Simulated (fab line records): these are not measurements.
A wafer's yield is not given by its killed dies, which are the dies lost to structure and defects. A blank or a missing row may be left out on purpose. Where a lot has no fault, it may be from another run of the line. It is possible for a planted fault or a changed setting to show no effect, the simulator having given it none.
What tool caused it?	flow sky130	Sampling: 12 lots, 36 wafers, 3 of 708 route steps

== WHAT THE GAUGES SHOWED, per wafer ==
SKY_VIA2_CD_MEAS_12: target cd 200 nm. Usual: cdNm reads 200.6 nm (standard deviation 1.4).
lot	measured	on	cdNm (nm)	flag
L712	day 35 23:28	cdSem-01	199.7 198.9 201.3	
L713	day 36 01:23	cdSem-01	200.7 200.6 201.6	
L714	day 36 16:04	cdSem-01	199.4 198.1 200.2	
L715	day 38 08:16	cdSem-01	201.6 202.2 201.3	
L717	day 38 17:13	cdSem-02	199.3 196.9 197.8	
L720	day 39 10:42	cdSem-02	200.1 199.0 198.7	
L722	day 39 15:33	cdSem-01	202.0 202.0 202.9	
L729	day 41 07:04	cdSem-02	203.2 202.5 201.2	
L730	day 41 15:01	cdSem-02	199.8 199.7 199.1	
L731	day 41 21:16	cdSem-02	200.0 199.6 200.0	
L733	day 42 15:16	cdSem-02	200.3 200.5 200.5	
L735	day 43 01:01	cdSem-02	199.6 200.7 199.7	

SKY_VIA2_THK_MEAS_23: measures by xrf. Usual: VIA2_W_THK gives 420 nm (standard deviation 5).
lot	measured	on	VIA2_W_THK (nm)	flag
L712	day 36 00:40	filmMetro-01	424 424 430	
L713	day 36 02:35	filmMetro-04	415 420 417	
L714	day 36 17:16	filmMetro-03	419 417 411	
L715	day 38 09:24	filmMetro-03	428 419 418	
L717	day 38 18:22	filmMetro-03	419 418 420	
L720	day 39 12:15	filmMetro-01	427 433 431	
L722	day 39 16:44	filmMetro-03	412 416 420	
L729	day 41 08:14	filmMetro-03	422 423 424	
L730	day 41 16:13	filmMetro-03	421 420 418	
L731	day 41 22:26	filmMetro-01	422 419 423	
L733	day 42 16:29	filmMetro-03	423 423 424	
L735	day 43 02:11	filmMetro-03	418 417 424	

SKY_CAPM_OVL_MEAS_12. Usual: CAPM_OVL gives 0.4 nm (standard deviation 1.2).
lot	measured	on	CAPM_OVL (nm)	flag
L712	day 37 03:13	overlay-02	0.3 -1.7 0.2	
L713	day 37 05:19	overlay-01	0.9 2.2 0.1	
L714	day 37 19:40	overlay-01	-0.8 0.8 -0.3	
L715	day 39 10:38	overlay-02	0.2 -0.8 1.2	
L717	day 39 19:15	overlay-02	1.7 -1.2 -0.1	
L720	day 40 12:37	overlay-02	-2.7 -0.7 0.2	
L722	day 40 17:47	overlay-02	-0.6 1.1 -0.5	
L729	day 42 09:18	overlay-01	0.5 0.5 -0.2	
L730	day 42 16:36	overlay-02	0.1 0.2 1.8	
L731	day 42 22:28	overlay-02	1.2 0.7 -0.9	
L733	day 43 15:55	overlay-02	2.3 -0.1 -0.3	
L735	day 44 00:12	overlay-01	-0.4 -2.6 -0.7	

== WHICH TOOL RAN EACH LOT (tool, then ch and the chambers of the sampled wafers, then the start) ==
Record: no process step prior to these readings.

== WHAT THE TOOLS THEMSELVES READ (means of the sampled wafers that have a number; where no wafer has one, the mark that the record gives instead) ==
The record holds no such reading with a usual standard deviation.

== THE ANSWER, worked out from the rows above alone ==
Rule: a lot is off if the mean of its wafers that have a number lies more than 3 standard deviations from the usual mean. Also off: a lot with no number at a reading for which 4 or more lots have one. Any other lot the step has rows for is counted as sound. The gauges are gone through in route order, then the tools' own readings, and for those a lot's mean is taken as printed above. The first step at which some lot is off is used, and at that step the reading that is off furthest; a lot without a number counts as furthest.
No lot is off at any reading shown: from this, nothing can be told.

== WHAT HAD BEEN PUT IN BY THE SIMULATOR ==
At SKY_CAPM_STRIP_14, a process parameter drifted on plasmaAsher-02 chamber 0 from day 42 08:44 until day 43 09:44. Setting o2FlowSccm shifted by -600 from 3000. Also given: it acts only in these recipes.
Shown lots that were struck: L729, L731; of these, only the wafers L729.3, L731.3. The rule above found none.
